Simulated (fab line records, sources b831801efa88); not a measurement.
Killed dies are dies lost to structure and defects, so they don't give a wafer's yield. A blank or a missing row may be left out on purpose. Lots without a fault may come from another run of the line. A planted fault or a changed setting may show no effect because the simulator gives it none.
fab line records | flow sky130
record lots=6 wafers=18 last_day=50
route steps=708 shown RES_PROTECT@214 POLY_GATE@217 PAD_OPEN@708
lots that met no fault: from a run of the same line without faults
start_h: hours from the record's first day to the start of the lot's first wafer shown | wait_h: hours since the lot's step before | " the same as in the row above | L1.1+2: a row that stands for several wafers | - no value, or no start given | * or withheld: withheld | < > ~ a bound
route shown NAME@n: a module of which the file shows steps, and the number in the route of the first | usual: mean/standard deviation of fault-free wafers | same: alike in all rows | chamber/n: place in a boat | sites: the reading at each site | _std_site: their standard deviation | _edge_site: outer sites' mean less inner sites' | radius_mm: how far each site lies from the wafer's centre | mask NAME#n: copy n | behind: the tool/chamber that last shaped the wafer | hold: why the lot was held/for how many hours/how that ended | device: the transistor (n, p or np) that didn't switch | end of line: the same wafers' tests at the end of the route | a step without rows: its recipe alone | killed: dies lost to structure and defects at the first sort, not the wafer's yield | map: a wafer's dies, x killed, . not, _ none there
set.NAME: the setting as run; set.NAME@STEP: as run at that earlier step | model.NAME: the simulator's own value behind a step, which no gauge read
lots at some steps of the route; a table a step, a row a wafer
services: from which hour (start_h, from the record's first day; less than 0 if before it) a tool's chamber was out of use, for how many hours, and why
## steps
# step SKY_RES_PROTECT_STRIP_07
# recipe chemistry=O2/N2 power_w=1400 pressure_mtorr=1500 platen_temp_c=withheld o2_flow_sccm=3000 n2_flow_sccm=300 overash_fraction=0.5
# usual drypump_motor_current_A=5.8/0.37 oes_product_au=0.519/0.0044 strip_time_to_endpoint_s=23.20/0.052
# same overash_fraction=0.5
# columns lot.wafer tool chamber start_h wait_h drypump_motor_current_A oes_product_au rf_hours_counter_h strip_time_to_endpoint_s
L836.2 plasma_asher-03 0 359.41 0.1 6.3 0.516 57 23.20
L836.3 " 0 " " 6.3 0.521 - 23.21
L836.4 " 1 " " 5.6 0.522 - 23.22
L843.1 plasma_asher-04 0 427.57 0.1 5.9 0.525 75 23.23
L843.3 " 0 " " 5.9 0.515 - 23.25
L843.4 " 1 " " 5.3 0.520 - 23.23
L849.4 plasma_asher-03 0 482.51 0.1 6.3 0.525 - 23.19
L849.5 " 0 " " 6.3 0.528 - 23.14
L849.6 " 1 " " 5.6 0.514 - 23.13
L850.2 plasma_asher-04 0 488.56 0.1 5.9 0.522 82 23.18
L850.4 " 1 " " 5.3 0.517 - 23.16
L850.5 " 0 " " 5.9 0.515 - 23.16
L853.2 plasma_asher-03 0 505.20 0.1 6.3 0.525 70 23.20
L853.4 " 1 " " 5.6 0.520 - 23.28
L853.6 " 0 " " 6.3 0.521 - 23.17
L854.3 plasma_asher-03 1 510.19 0.1 5.6 0.524 - 23.28
L854.4 " 0 " " 6.3 0.516 - 23.29
L854.5 " 1 " " 5.6 0.516 - 23.28
# step SKY_RES_PROTECT_TW_MEAS_08
# usual POLY_GATE_TW=4077/20
# columns lot.wafer tool chamber start_h wait_h POLY_GATE_TW
L836.2 film_metro-03 - 359.52 0.1 4072
L836.3 " - " " 4070
L836.4 " - " " 4085
L843.1 film_metro-03 - 427.67 0.1 4087
L843.3 " - " " 4081
L843.4 " - " " 4102
L849.4 film_metro-01 - 482.60 0.1 4081
L849.5 " - " " 4062
L849.6 " - " " 4055
L850.2 film_metro-04 - 488.67 0.1 4111
L850.4 " - " " 4086
L850.5 " - " " 4105
L853.2 film_metro-04 - 505.31 0.1 4070
L853.4 " - " " 4054
L853.6 " - " " 4074
L854.3 film_metro-01 - 510.28 0.1 4073
L854.4 " - " " 4085
L854.5 " - " " 4080
# step SKY_RES_PROTECT_CLEAN_09
# recipe chemistry=SC1/SC2 mix=1:4:20 temp_c=70 time_s=150 dry=n2_spin
# step SKY_POLY_GATE_CVD_03
# recipe material=Si3N4 precursor=DCS/NH3 target_thk_nm=75 temp_c=770 time_s=1290 pressure_mtorr=250
# step SKY_POLY_GATE_THK_MEAS_04
# recipe reads=Si3N4_of_POLY_GATE_CVD_03
# usual POLY_GATE_CVD_03_THK=75.6/0.72
# columns lot.wafer tool chamber start_h wait_h POLY_GATE_CVD_03_THK[nm]
L836.2 film_metro-04 - 360.99 0.0 76.1
L836.3 " - " " 76.1
L836.4 " - " " 76.0
L843.1 film_metro-03 - 434.09 0.0 76.1
L843.3 " - " " 76.7
L843.4 " - " " 76.4
L849.4 film_metro-03 - 484.07 0.0 76.5
L849.5 " - " " 76.2
L849.6 " - " " 76.9
L850.2 film_metro-02 - 490.13 0.0 75.4
L850.4 " - " " 75.3
L850.5 " - " " 75.3
L853.2 film_metro-04 - 506.79 0.0 74.1
L853.4 " - " " 74.5
L853.6 " - " " 74.9
L854.3 film_metro-02 - 511.74 0.0 74.3
L854.4 " - " " 74.0
L854.5 " - " " 74.0
# step SKY_POLY_GATE_DEHYDRATE_05
# recipe temp_c=200 time_s=60
# step SKY_POLY_GATE_HMDS_06
# recipe prime_time_s=60 prime_temp_c=120
# step SKY_POLY_GATE_COAT_07
# recipe resist=BARC temp_c=withheld time_s=withheld spin_rpm=3000 resist_thk_nm=110
# step SKY_POLY_GATE_COAT_08
# recipe resist=KrF-thick spin_rpm=3000 resist_thk_nm=450
# step SKY_POLY_GATE_SOFTBAKE_09
# recipe temp_c=100 time_s=90 resist=KrF-thick
# step SKY_POLY_GATE_EXPOSE_10
# recipe mask_id=P1M na=0.68 source_shape=conventional sigma_outer=0.6 target_cd_nm=150 dose_mj=28
# step SKY_POLY_GATE_PEB_11
# recipe peb_temp_c=withheld peb_time_s=withheld resist=KrF-thick
# step SKY_POLY_GATE_DEVELOP_12
# recipe develop_time_s=60 resist=KrF-thick dev_temp_c=21
# usual chill_plate_temp_C=23.03/0.11 resist_line_temp_C=22.98/0.1
# columns lot.wafer tool chamber start_h wait_h chill_plate_temp_C resist_line_temp_C
L836.2 litho_track-03 0 388 - 23.02 23.07
L836.3 " 0 " " 22.98 23.08
L836.4 " 0 " " 23.12 23.02
L843.1 litho_track-01 0 463 - 23.01 22.94
L843.3 " 0 " " 22.94 23.16
L843.4 " 0 " " 23.09 23.18
L849.4 litho_track-01 0 513 - 23.10 22.96
L849.5 " 0 " " 23.04 23.02
L849.6 " 0 " " 23.03 23.04
L850.2 litho_track-03 0 520 - 23.10 22.87
L850.4 " 0 " " 23.11 22.88
L850.5 " 0 " " 23.12 23.04
L853.2 litho_track-03 0 535 - 23.12 23.13
L853.4 " 0 " " 23.34 23.03
L853.6 " 0 " " 23.17 23.19
L854.3 litho_track-01 0 540 - 23.10 23.02
L854.4 " 0 " " 23.13 22.96
L854.5 " 0 " " 23.09 23.12
# step SKY_POLY_GATE_CD_MEAS_13
# recipe target_cd_nm=150
# usual cd_nm=150.2/1.4
# columns lot.wafer tool chamber start_h wait_h cd_nm
L836.2 cd_sem-01 - 388.81 - 151.1
L836.3 " - " " 149.4
L836.4 " - " " 149.4
L843.1 cd_sem-01 - 464.06 - 149.5
L843.3 " - " " 149.0
L843.4 " - " " 148.6
L849.4 cd_sem-02 - 513.87 - 151.0
L849.5 " - " " 151.3
L849.6 " - " " 150.7
L850.2 cd_sem-02 - 520.60 - 141.9
L850.4 " - " " 142.1
L850.5 " - " " 142.8
L853.2 cd_sem-01 - 535.85 - 144.3
L853.4 " - " " 145.3
L853.6 " - " " 144.3
L854.3 cd_sem-01 - 540.85 - 150.9
L854.4 " - " " 151.8
L854.5 " - " " 152.9
# step SKY_POLY_GATE_OVL_MEAS_14
# usual POLY_GATE_OVL=2/5.6
# columns lot.wafer tool chamber start_h wait_h POLY_GATE_OVL[nm]
L836.2 overlay-02 - 388.91 0.1 -7
L836.3 " - " " -3
L836.4 " - " " -3
L843.1 overlay-01 - 464.18 0.1 6
L843.3 " - " " 4
L843.4 " - " " 7
L849.4 overlay-01 - 513.94 0.1 2
L849.5 " - " " -5
L849.6 " - " " -2
L850.2 overlay-01 - 520.71 0.1 2
L850.4 " - " " -6
L850.5 " - " " -3
L853.2 overlay-01 - 535.96 0.1 6
L853.4 " - " " 10
L853.6 " - " " 8
L854.3 overlay-01 - 540.94 0.1 -1
L854.4 " - " " 2
L854.5 " - " " -2
# step SKY_POLY_GATE_ETCH_15
# recipe chemistry=N2/H2 target=BARC ion_energy_ev=200 source_w=500 bias_w=100 pressure_mtorr=30 n2_flow_sccm=100 h2_flow_sccm=200 stop_on=SiO2 time_s=118.5 target_depth_a=1100
# usual drypump_motor_current_A=5.7/0.34 oes_product_au=0.716/0.005 rf_fwd_power_W=497.5/1.6 throttle_valve_pct=13.212/0.01
# columns lot.wafer tool chamber start_h wait_h drypump_motor_current_A oes_product_au rf_fwd_power_W rf_hours_counter_h throttle_valve_pct model.POLY_GATE.cd_nm
L836.2 rie_diel-02 2 388.94 0.0 6.2 0.714 496.1 26 13.206 148.5
L836.3 " 1 " " 5.3 0.711 497.3 5 13.219 146.6
L836.4 " 1 " " 5.3 0.719 497.6 - 13.230 147
L843.1 rie_diel-02 1 464.21 0.0 5.3 0.713 498.7 7 13.198 149.7
L843.3 " 3 " " 5.2 0.715 498.0 68 13.210 149.2
L843.4 " 2 " " 6.2 0.723 500.2 - 13.200 147.6
L849.4 rie_diel-03 0 513.96 0.0 5.6 0.715 497.8 3 13.224 151.5
L849.5 " 3 " " 5.8 0.712 498.3 - 13.219 150.9
L849.6 " 0 " " 5.5 0.716 497.9 - 13.206 151.3
L850.2 rie_diel-03 0 520.74 0.0 5.5 0.710 497.0 3 13.210 141.9
L850.4 " 3 " " 5.8 0.716 500.1 11 13.222 141.7
L850.5 " 1 " " 5.8 0.705 499.2 - 13.228 140.4
L853.2 rie_diel-01 2 535.99 0.0 5.9 0.721 500.7 7 13.215 143.8
L853.4 " 3 " " 5.0 0.721 498.0 37 13.228 146.1
L853.6 " 1 " " 5.6 0.718 500.4 - 13.238 142.3
L854.3 rie_diel-02 1 540.96 0.0 5.3 0.714 500.6 8 13.210 151
L854.4 " 0 " " 5.8 0.716 496.2 43 13.211 151.8
L854.5 " 0 " " 5.8 0.719 496.6 - 13.209 153.6
# step SKY_POLY_GATE_ETCH_16
# recipe stop_on=poly-Si chemistry=CH3F/O2 target=Si3N4 source_w=400 bias_w=80 pressure_mtorr=25 ch3f_flow_sccm=40 O2_flow_sccm=30 time_s=147.5 target_depth_a=750
# usual drypump_motor_current_A=5.7/0.34 oes_product_au=0.643/0.0049 rf_fwd_power_W=398.2/1.2 throttle_valve_pct=10.536/0.0085
# columns lot.wafer tool chamber start_h wait_h drypump_motor_current_A oes_product_au rf_fwd_power_W rf_hours_counter_h throttle_valve_pct
L836.2 rie_diel-02 2 389.02 0.0 6.2 0.642 396.7 26 10.548
L836.3 " 1 " " 5.3 0.644 396.9 5 10.524
L836.4 " 1 " " 5.3 0.641 398.7 - 10.548
L843.1 rie_diel-02 1 464.30 0.0 5.3 0.652 399.1 7 10.531
L843.3 " 3 " " 5.2 0.645 395.6 69 10.535
L843.4 " 2 " " 6.2 0.642 395.4 - 10.540
L849.4 rie_diel-03 0 514.04 0.0 5.5 0.641 399.1 3 10.535
L849.5 " 3 " " 5.7 0.645 398.7 - 10.540
L849.6 " 0 " " 5.5 0.643 397.4 - 10.529
L850.2 rie_diel-03 0 520.82 0.0 5.5 0.642 395.0 3 10.543
L850.4 " 3 " " 5.7 0.645 397.7 11 10.542
L850.5 " 1 " " 5.9 0.636 397.1 - 10.552
L853.2 rie_diel-01 2 536.07 0.0 5.9 0.636 400.6 7 10.539
L853.4 " 3 " " 5.0 0.643 397.9 37 10.528
L853.6 " 1 " " 5.6 0.647 399.2 - 10.523
L854.3 rie_diel-02 1 541.05 0.0 5.3 0.633 398.4 8 10.515
L854.4 " 0 " " 5.8 0.636 397.1 43 10.530
L854.5 " 0 " " 5.8 0.637 397.9 - 10.539
# step SKY_POLY_GATE_ETCH_17
# recipe target_depth_nm=180 stop_on=SiO2 over_etch_frac=0.56667 chemistry=HBr/Cl2 target=poly-Si icp_w=400 bias_w=100 pressure_mtorr=10 HBr_flow_sccm=150 Cl2_flow_sccm=50 time_s=70.5
# usual drypump_motor_current_A=5.6/0.61 oes_product_au=0.983/0.0067 rf_fwd_power_W=396.5/1.4 throttle_valve_pct=33.685/0.0086
# columns lot.wafer tool chamber start_h wait_h drypump_motor_current_A oes_product_au rf_fwd_power_W rf_hours_counter_h throttle_valve_pct model.POLY_GATE.cd_nm
L836.2 rie_si-01 1 389.12 0.0 5.3 0.988 397.6 65 33.680 147.9
L836.3 " 3 " " 5.5 0.986 395.7 0 33.693 145.6
L836.4 " 2 " " 4.8 0.981 397.3 49 33.675 147.1
L843.1 rie_si-02 3 464.39 0.0 5.7 0.983 395.0 51 33.690 149.5
L843.3 " 2 " " 6.3 0.985 395.6 4 33.693 148.7
L843.4 " 1 " " 5.8 0.986 393.6 2 33.680 148.3
L849.4 rie_si-01 2 514.14 0.0 4.8 0.983 398.6 50 33.677 151.5
L849.5 " 1 " " 5.3 0.990 395.8 - 33.676 151.3
L849.6 " 0 " " 4.7 0.976 396.1 - 33.679 151.2
L850.2 rie_si-02 0 520.92 0.0 6.5 0.974 394.6 5 33.694 142.2
L850.4 " 2 " " 6.3 0.981 395.2 - 33.686 142
L850.5 " 1 " " 5.8 0.984 399.6 - 33.681 140.7
L853.2 rie_si-01 0 536.17 0.0 4.7 0.984 395.9 6 33.699 143.6
L853.4 " 3 " " 5.5 0.981 394.8 - 33.690 145.2
L853.6 " 0 " " 4.7 0.983 393.6 - 33.694 142.5
L854.3 rie_si-02 2 541.14 0.0 6.3 0.976 395.1 5 33.677 151.8
L854.4 " 2 " " 6.3 0.982 396.3 - 33.684 152.3
L854.5 " 0 " " 6.5 0.982 398.9 - 33.687 153.8
# step SKY_POLY_GATE_STRIP_18
# recipe chemistry=O2/N2 power_w=1400 pressure_mtorr=1500 platen_temp_c=withheld o2_flow_sccm=3000 n2_flow_sccm=311.9 overash_fraction=0.5
# usual drypump_motor_current_A=5.9/0.37 oes_product_au=0.361/0.0048 strip_time_to_endpoint_s=3.17/0.034
# same overash_fraction=0.5
# columns lot.wafer tool chamber start_h wait_h drypump_motor_current_A oes_product_au rf_hours_counter_h strip_time_to_endpoint_s
L836.2 plasma_asher-02 0 389.18 0.0 6.1 0.364 26 3.15
L836.3 " 1 " " 6.2 0.366 - 3.14
L836.4 " 0 " " 6.1 0.355 - 3.16
L843.1 plasma_asher-03 0 464.45 0.0 6.3 0.355 66 3.18
L843.3 " 0 " " 6.3 0.359 - 3.20
L843.4 " 1 " " 5.6 0.354 - 3.16
L849.4 plasma_asher-04 0 514.23 0.1 5.9 0.366 - 3.16
L849.5 " 1 " " 5.3 0.357 - 3.19
L849.6 " 0 " " 5.9 0.357 - 3.15
L850.2 plasma_asher-04 0 520.98 0.0 5.9 0.359 85 3.13
L850.4 " 0 " " 5.9 0.361 - 3.20
L850.5 " 0 " " 5.9 0.362 - 3.20
L853.2 plasma_asher-04 1 536.23 0.0 5.3 0.366 86 3.21
L853.4 " 1 " " 5.3 0.361 - 3.14
L853.6 " 1 " " 5.3 0.369 - 3.14
L854.3 plasma_asher-02 1 541.23 0.1 6.2 0.361 - 3.17
L854.4 " 0 " " 6.1 0.355 - 3.17
L854.5 " 0 " " 6.1 0.363 - 3.15
# step SKY_PAD_OPEN_PROBE_99
# usual killed_at_M0_to_M3=43/6.4 killed_at_M4_up=3.2/1.8 killed_at_contacts=25/5.8 killed_at_front_end=16/4.1 killed_at_other=0.2/0.47 killed_dies=88/9.9 killed_open=47/7.3 killed_short=40/7.1
# same gross_dies=492 killed_at_back_side=0
# columns lot.wafer tool chamber start_h wait_h killed_at_M0_to_M3 killed_at_M4_up killed_at_contacts killed_at_front_end killed_at_other killed_dies killed_open killed_short model.etest.pfet_01v8.r_on_ohm_um model.etest.res_poly.line_ohm_um model.etest.nfet_01v8.r_on_ohm_um model.etest.sonos_uncharged.r_on_ohm_um model.etest.pfet_01v8.drive_ua_um model.etest.pfet_01v8_hvt.drive_ua_um model.etest.res_xhigh_po.width_nm model.etest.res_poly.width_nm
L836.2 prober-02 - 1088.83 0.1 50 4 29 15 0 98 52 46 2860 519.7 808.5 811.3 199.1 146.8 349.9 92.72
L836.3 prober-02 - 1088.88 0.2 34 2 22 11 1 70 37 33 2851 536.4 819.7 794 197.7 147.7 345.5 90.51
L836.4 prober-02 - 1088.93 0.2 61 5 25 15 1 107 45 62 2850 524 838.5 811.9 196.5 146.6 347.5 92.13
L843.1 prober-01 - 1133.88 0.1 46 6 27 17 0 96 51 44 2831 519.1 849.4 798 195.8 146.6 350.7 94.5
L843.3 prober-01 - 1133.98 0.2 36 3 21 9 1 70 33 36 2858 529.5 848.3 789.6 191 143.5 348.8 93.86
L843.4 prober-01 - 1134.03 0.2 44 0 34 9 0 87 50 37 2878 523.9 851.1 786.1 195.7 144.8 348.8 93.27
L849.4 prober-01 - 1168.46 0.2 40 5 19 16 2 82 46 36 2958 508 856.2 801.4 189.2 139.2 353.3 95.7
L849.5 prober-01 - 1168.51 0.2 46 3 23 17 0 89 45 43 2956 515.1 854.2 827.8 190.8 141.4 353.3 96.03
L849.6 prober-01 - 1168.56 0.2 39 1 28 15 2 85 39 44 2956 519 865.6 814.8 188.4 139.7 350.9 96.29
L850.2 prober-02 - 1174.03 0.1 45 0 25 16 0 86 48 35 2663 572.2 811.9 774 212.4 158.4 342.9 87.01
L850.4 prober-02 - 1174.13 0.2 41 2 33 23 0 99 56 43 2719 564.5 789.8 781.7 209.1 157.8 344.8 86.73
L850.5 prober-02 - 1174.18 0.2 37 6 26 20 0 89 51 38 2685 577.3 781.3 770.5 211.1 158.6 341.5 86.05
L853.2 prober-01 - 1185.76 0.1 40 5 28 6 0 79 49 30 2809 560 822.8 786.1 200.9 151.3 345.3 88.06
L853.4 prober-01 - 1185.86 0.2 44 2 32 16 0 94 53 41 2806 561.3 825 795.9 202.9 151.1 346.3 89.57
L853.6 prober-01 - 1185.96 0.2 35 1 26 13 0 75 46 25 2753 571.2 815.5 782.8 203.5 153.1 344.3 87.06
L854.3 prober-02 - 1188.16 0.2 44 4 33 16 0 97 61 36 2879 505.9 836 808.4 192.7 145.2 353 96.72
L854.4 prober-02 - 1188.21 0.2 44 1 18 14 0 77 49 28 2885 516.8 834.6 815.4 193.7 142.7 352.5 96.92
L854.5 prober-02 - 1188.26 0.2 45 2 22 14 2 85 54 31 2915 496.6 832.5 823.7 190.9 141.6 354.8 97.86
# killed by level:class
L836.2 CONTACT:geometric_particle:open=10 VIA3:geometric_particle:open=10 VIA2:geometric_particle:open=9 FIELD_ISO:geometric_particle:open=7 METAL1:geometric_particle:short=7 VIA1:geometric_particle:open=7 CONTACT:geometric_particle:short=6 LI_CONTACT:geometric_particle:open=5
L836.3 VIA1:geometric_particle:open=9 LI_CONTACT:geometric_particle:open=7 METAL1:geometric_particle:short=7 VIA3:geometric_particle:open=7 CONTACT:geometric_particle:open=6 FIELD_ISO:geometric_particle:short=5 LI_CONTACT:geometric_particle:short=4 VIA2:geometric_particle:short=3
L836.4 METAL2:geometric_particle:short=11 VIA1:geometric_particle:open=10 CONTACT:geometric_particle:open=7 VIA1:geometric_particle:short=7 FIELD_ISO:geometric_particle:short=6 LI_CONTACT:geometric_particle:open=6 VIA3:geometric_particle:open=6 VIA2:geometric_particle:open=6
L843.1 VIA1:geometric_particle:open=15 LI_CONTACT:geometric_particle:open=9 CONTACT:geometric_particle:open=9 METAL2:geometric_particle:short=8 METAL1:geometric_particle:short=6 VIA1:geometric_particle:short=5 FIELD_ISO:geometric_particle:open=4 FIELD_ISO:geometric_particle:short=4
L843.3 CONTACT:geometric_particle:open=8 VIA1:geometric_particle:short=7 METAL1:geometric_particle:short=6 VIA1:geometric_particle:open=6 CONTACT:geometric_particle:short=5 VIA2:geometric_particle:open=5 LI_CONTACT:geometric_particle:open=4 FIELD_ISO:geometric_particle:short=3
L843.4 VIA1:geometric_particle:open=14 CONTACT:geometric_particle:open=11 CONTACT:geometric_particle:short=7 LOCAL_INTERCONNECT:geometric_particle:short=6 VIA2:geometric_particle:open=6 VIA3:geometric_particle:open=6 LI_CONTACT:geometric_particle:open=5 METAL1:geometric_particle:short=5
L849.4 VIA1:geometric_particle:open=10 CONTACT:geometric_particle:open=7 VIA1:geometric_particle:short=6 POLY_GATE:geometric_particle:open=5 LI_CONTACT:geometric_particle:open=5 VIA3:geometric_particle:open=5 POLY_GATE:geometric_particle:short=4 VIA2:geometric_particle:open=4
L849.5 VIA1:geometric_particle:open=14 CONTACT:geometric_particle:open=8 FIELD_ISO:geometric_particle:open=6 VIA1:geometric_particle:short=6 CONTACT:geometric_particle:short=5 METAL1:geometric_particle:short=5 METAL2:geometric_particle:short=5 METAL3:geometric_particle:short=5
L849.6 VIA1:geometric_particle:open=9 LOCAL_INTERCONNECT:geometric_particle:short=7 LI_CONTACT:geometric_particle:open=6 CONTACT:geometric_particle:open=6 VIA1:geometric_particle:short=6 POLY_GATE:geometric_particle:short=5 CONTACT:geometric_particle:short=5 VIA3:geometric_particle:open=5
L850.2 CONTACT:geometric_particle:open=13 VIA1:geometric_particle:open=11 POLY_GATE:geometric_particle:open=5 METAL1:geometric_particle:short=5 LI_CONTACT:geometric_particle:open=5 VIA1:geometric_particle:short=5 VIA2:geometric_particle:open=5 VIA2:geometric_particle:short=5
L850.4 VIA1:geometric_particle:open=16 CONTACT:geometric_particle:open=12 LI_CONTACT:geometric_particle:open=8 VIA1:geometric_particle:short=6 CONTACT:geometric_particle:short=5 METAL1:geometric_particle:short=5 VIA3:geometric_particle:open=5 FIELD_ISO:geometric_particle:short=4
L850.5 VIA1:geometric_particle:open=12 CONTACT:geometric_particle:open=10 LI_CONTACT:geometric_particle:open=9 FIELD_ISO:geometric_particle:short=8 METAL1:geometric_particle:short=5 VIA3:geometric_particle:open=5 METAL4:geometric_particle:short=5 VIA2:geometric_particle:open=4
L853.2 VIA1:geometric_particle:open=11 CONTACT:geometric_particle:open=9 LI_CONTACT:geometric_particle:open=8 VIA3:geometric_particle:open=7 CONTACT:geometric_particle:short=5 LOCAL_INTERCONNECT:geometric_particle:short=4 VIA2:geometric_particle:open=4 METAL2:geometric_particle:short=3
L853.4 CONTACT:geometric_particle:open=13 VIA1:geometric_particle:open=11 LI_CONTACT:geometric_particle:open=9 POLY_GATE:geometric_particle:open=6 VIA3:geometric_particle:short=6 VIA2:geometric_particle:open=5 METAL1:geometric_particle:short=5 METAL2:geometric_particle:short=5
L853.6 CONTACT:geometric_particle:open=13 VIA1:geometric_particle:open=10 LI_CONTACT:geometric_particle:open=6 VIA3:geometric_particle:open=6 VIA2:geometric_particle:open=5 CONTACT:geometric_particle:short=4 METAL1:geometric_particle:short=4 NWELL:coat_microbubble_printed=4
L854.3 CONTACT:geometric_particle:open=17 VIA1:geometric_particle:open=16 VIA3:geometric_particle:open=7 METAL1:geometric_particle:short=6 FIELD_ISO:geometric_particle:short=4 CONTACT:geometric_particle:short=4 LOCAL_INTERCONNECT:geometric_particle:open=4 VIA2:geometric_particle:short=4
L854.4 VIA1:geometric_particle:open=13 CONTACT:geometric_particle:open=12 VIA3:geometric_particle:open=8 METAL2:geometric_particle:short=6 METAL1:geometric_particle:short=5 POLY_GATE:geometric_particle:open=4 VIA2:geometric_particle:open=4 VIA1:geometric_particle:short=4
L854.5 VIA1:geometric_particle:open=12 LI_CONTACT:geometric_particle:open=8 VIA2:geometric_particle:open=8 CONTACT:geometric_particle:open=7 VIA3:geometric_particle:open=5 FIELD_ISO:geometric_particle:open=4 FIELD_ISO:geometric_particle:short=4 VIA1:geometric_particle:short=4
## services
# columns tool chamber start_h hours kind
rie_si-02 1 340.49 8.3 repair
rie_diel-02 2 344.62 19.5 repair
rie_si-02 0 350.80 45.6 repair
rie_si-01 0 375.18 6.9 repair
rie_diel-02 3 383.58 51.1 repair
rie_diel-01 3 387.12 6.6 repair
rie_diel-01 2 393.65 2.5 repair
rie_diel-01 - 395.01 2.8 pm
rie_si-02 1 409.30 14.7 repair
rie_diel-02 - 419.74 2.8 pm
rie_si-02 0 425.37 8.3 repair
rie_diel-01 1 425.49 1.3 repair
rie_diel-02 0 433.73 58.0 repair
plasma_asher-03 - 435.47 15.6 pm
rie_diel-01 3 437.72 20.3 repair
rie_diel-01 1 448.97 8.4 repair
rie_si-01 1 458.79 - clean
rie_si-01 1 458.79 17.4 scheduled_down
rie_si-01 1 458.79 17.4 vent_cycle
rie_diel-03 - 460.67 0.3 repair
rie_diel-03 0 462.33 12.5 repair
rie_diel-03 - 475.45 2.8 pm
rie_diel-03 3 536.62 16.4 repair
rie_diel-01 0 537.15 2.0 repair
## key
first_sign step=SKY_POLY_GATE_CD_MEAS_13 reading=cd_nm direction=down sigmas=4.7 usual=150.2 struck=143.4 through=control_loop
effect none on later readings
model_effect step=SKY_POLY_GATE_ETCH_15 value=POLY_GATE.cd_nm without=149.5 struck=142.7
model_effect step=SKY_POLY_GATE_ETCH_17 value=POLY_GATE.cd_nm without=149.5 struck=142.7
model_effect step=SKY_PAD_OPEN_PROBE_99 value=etest.pfet_01v8.r_on_ohm_um without=2838 struck=2739
met_at SKY_POLY_GATE_DEVELOP_12
struck_wafers L850.2,L850.4,L850.5,L853.2,L853.4,L853.6
tester_left_out L850,L853
loop_trim step=SKY_POLY_GATE_EXPOSE_10 setting=dose lots=L853
onset_between 388 520
fault kind=process_parameter_drift tool=litho_track-03 chamber=- onset_h=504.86 steps=SKY_POLY_GATE_DEVELOP_12 channel=develop_time_s offset=* shape=step end_h=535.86 acts_in=* stated=*
# tester_left_out: of these lots the tester's yield and bins aren't shown, on N5 and GAA mostly nor the transistor test; their killed dies are dies lost to structure and defects alone, not to doping, threshold or leakage, so they don't give the yield
# loop_trim: a control loop set the setting to another value than it would have without faults
